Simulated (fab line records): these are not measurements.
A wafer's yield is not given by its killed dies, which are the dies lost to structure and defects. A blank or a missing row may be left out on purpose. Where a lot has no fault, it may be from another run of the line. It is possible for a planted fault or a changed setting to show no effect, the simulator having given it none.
Matching of chambers    flow sky130    cmp-01 running SKY_FIELD_ISO_CMP_27: 4 sister chambers
The step polishes, stops on Si3N4, t overpolish 16 s, target thk 457.8 nm. 8 wafers are shown with their chamber, then 9 later ones without.

WAFERS WITH THEIR CHAMBER
wafer   chamber  motor current A (A)  overpolish run s (s)
L760.2  1        12.9                 15.990
L764.5  2        12.5                 16.002
L764.6  3        11.6                 16.012
L765.1  1        12.8                 16.011
L765.5  0        11.3                 16.003
L766.1  2        12.2                 15.995
L766.4  0        11.7                 16.001
L766.5  3        11.3                 16.006

WAFERS WITH NO CHAMBER GIVEN
wafer   motor current A (A)  overpolish run s (s)
L767.1  12.6                 15.989
L767.2  12.3                 15.997
L767.5  12.9                 16.013
L771.3  11.9                 16.017
L771.4  11.8                 15.990
L771.5  12.3                 15.999
L779.2  12.1                 15.992
L779.4  11.9                 15.991
L779.5  12.2                 15.984

EACH ONE'S CHAMBER
wafer   from the rows above           in truth
L767.1  can't be placed: 2 or 1       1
L767.2  2                             2
L767.5  can't be placed: 1 or 2       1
L771.3  can't be placed: 3 or 0 or 2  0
L771.4  can't be placed: 0 or 2 or 3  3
L771.5  2                             2
L779.2  can't be placed: 2 or 0       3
L779.4  can't be placed: 2 or 0 or 3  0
L779.5  can't be placed: 2 or 1       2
Correctly placed: 2 of 9. From these rows, 7 cannot be placed; in 6 the true chamber is one of the candidates. Wrongly placed: 0.
How it was worked out, from the rows above alone: a wafer's distance from a chamber is the root of the sum, over the readings, of the square of ((its reading less the chamber's mean) divided by the reading's scatter). If the next closest chamber is less than 2 further off than the closest, the wafer can't be placed; otherwise it belongs to the closest. Each chamber's mean is taken over the wafers shown for it. The scatter: take each reading less its chamber's mean, square it, sum over the shown wafers, divide by the number of wafers less the number of chambers, and take the root.
